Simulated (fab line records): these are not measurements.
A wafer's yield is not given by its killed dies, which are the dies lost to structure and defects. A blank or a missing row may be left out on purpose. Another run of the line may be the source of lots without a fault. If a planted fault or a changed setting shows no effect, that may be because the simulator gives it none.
2 desks, one fault | flow gf180mcu | each desk holds nothing but its own numbers, with what lay behind them at the end

## DESK OF THE TOOL OWNER: plasma_asher-01
The tool's own readings at GF_VT_IMPLANT_STRIP_20 (strips in O2/N2): means of the sampled wafers that have a number, for each lot that ran on this tool. The brackets show how far a lot's mean lies from the usual mean; more than 4 standard deviations puts the lot out of limits, marked OUT.
Columns: A = drypump_motor_current_A at GF_VT_IMPLANT_STRIP_20, usual 5.8 A; B = heater_power_w at GF_VT_IMPLANT_STRIP_20, usual 343 W; C = oes_product_au at GF_VT_IMPLANT_STRIP_20, usual 0.716 a.u.; D = strip_time_to_endpoint_s at GF_VT_IMPLANT_STRIP_20, usual 12.539 s
lot  | first seen here | A   | B   | C               | D
L741 | day 6 08:23     | 5.3 | 355 | 0.717           | 12.564
L746 | day 8 00:41     | 5.4 | 330 | 0.722           | 12.537
L749 | day 8 20:23     | 5.4 | 327 | 0.713           | 12.513
L755 | day 10 04:29    | 5.3 | 360 | 0.946 (+51) OUT | -
This desk's finding: out of limits on L755; first on L755, day 10 04:29 (oes_product_au at GF_VT_IMPLANT_STRIP_20). In limits: L741, L746, L749.

## AT THE METROLOGY DESK
Lot by lot, what the gauges showed, no matter which tool ran the lot: averages of those sampled wafers that carry a number. The brackets show how far a lot's mean lies from the usual mean; more than 4 standard deviations puts the lot out of limits, marked OUT.
Columns: A = cd_nm at GF_STI_CD_MEAS_12, usual 220.3 nm; B = NWELL_OVL at GF_NWELL_OVL_MEAS_07, usual 0.6 nm; C = VT_IMPLANT_3_TW at GF_VT_IMPLANT_TW_MEAS_32, usual 268
lot  | first seen here | A     | B    | C
L741 | day 2 06:22     | 220.5 | 2.5  | 275
L742 | day 2 11:33     | 221.0 | 0.9  | 269
L744 | day 2 21:35     | 220.5 | 0.2  | 270
L746 | day 3 09:31     | 220.5 | 0.4  | 262
L749 | day 4 03:26     | 219.6 | 0.4  | 269
L750 | day 4 07:17     | 219.5 | -1.0 | 265
L751 | day 4 11:19     | 221.6 | 1.4  | 274
L755 | day 5 06:23     | 220.0 | -0.5 | 42 (-49) OUT
L759 | day 6 03:14     | 220.7 | 0.0  | 272
L762 | day 6 18:25     | 222.1 | 0.7  | 273
L763 | day 7 00:50     | 219.1 | 0.7  | 262
Per this desk, out of limits: L755; the first was L755, day 10 22:48 (VT_IMPLANT_3_TW at GF_VT_IMPLANT_TW_MEAS_32). In limits: L741, L742, L744, L746, L749, L750, L751, L759, L762, L763.

## PUT TOGETHER
At day 10 04:29, on L755, the tool owner's desk was in a position to raise an alarm.
At day 10 22:48 the metrology desk could have sounded an alarm, on L755.
GF_VT_IMPLANT_STRIP_20 was run on plasma_asher-01 by each of the lots named.

## WHAT THE SIMULATOR HAD INSERTED
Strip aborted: plasma_asher-01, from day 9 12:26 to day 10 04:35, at GF_VT_IMPLANT_STRIP_20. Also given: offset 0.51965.
Shown lots that were struck: L755.
Time in hours from fault onset to the first out-of-limits reading at each desk: tool owner's desk 16, metrology desk 34.
